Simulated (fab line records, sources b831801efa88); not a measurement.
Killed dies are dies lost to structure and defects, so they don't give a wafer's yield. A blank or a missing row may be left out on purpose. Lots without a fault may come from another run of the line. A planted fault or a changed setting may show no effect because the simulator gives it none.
Which tool did it? | flow gf180mcu | 6 lots, 18 wafers sampled, at 2 steps of a route of 602

WHAT THE GAUGES READ, wafer by wafer
GF_V5_THK_MEAS_25: measures by xrf.
lot  | measured     | on            | V5_W_THK (nm)
L366 | day 28 00:21 | film_metro-04 | 348 345 354
L368 | day 28 13:07 | film_metro-01 | 349 349 346
L376 | day 31 04:02 | film_metro-04 | 346 350 351
L378 | day 31 12:23 | film_metro-04 | 346 350 344
L380 | day 32 01:07 | film_metro-04 | 343 349 341
L385 | day 33 04:09 | film_metro-01 | 357 344 355

WHICH TOOL RAN EACH LOT (tool, then ch and the chambers of the sampled wafers, then the start)
lot  | GF_V3_CLEAN_20
L366 | wet_bench-01 ch 0, day 23 07:04
L368 | wet_bench-02 ch 1, day 23 22:27
L376 | wet_bench-02 ch 2, day 26 20:16
L378 | wet_bench-01 ch 2, day 27 05:47
L380 | wet_bench-02 ch 0, day 27 19:37
L385 | wet_bench-01 ch 2, day 29 05:47
- GF_V3_CLEAN_20: cleans in DIW.

THE ANSWER, worked out from the rows above alone
Rule: what is usual is taken from the lots themselves. Put in order of their means at a reading, lots are off if they are a third of the lots or fewer, leave a main group of 4 or more, and stand apart from it by a gap of 3 or more times the standard deviation of the main group's means; of several such gaps the widest counts. A main group whose means are all the same, to the digits that the tables above print for the reading, isn't used. A lot without any number at a reading at which 4 lots or more have one is off too. The other lots that the step has rows for count as sound.
No lot is off at any reading shown: from this, nothing can be told.

WHAT THE SIMULATOR HAD PUT IN
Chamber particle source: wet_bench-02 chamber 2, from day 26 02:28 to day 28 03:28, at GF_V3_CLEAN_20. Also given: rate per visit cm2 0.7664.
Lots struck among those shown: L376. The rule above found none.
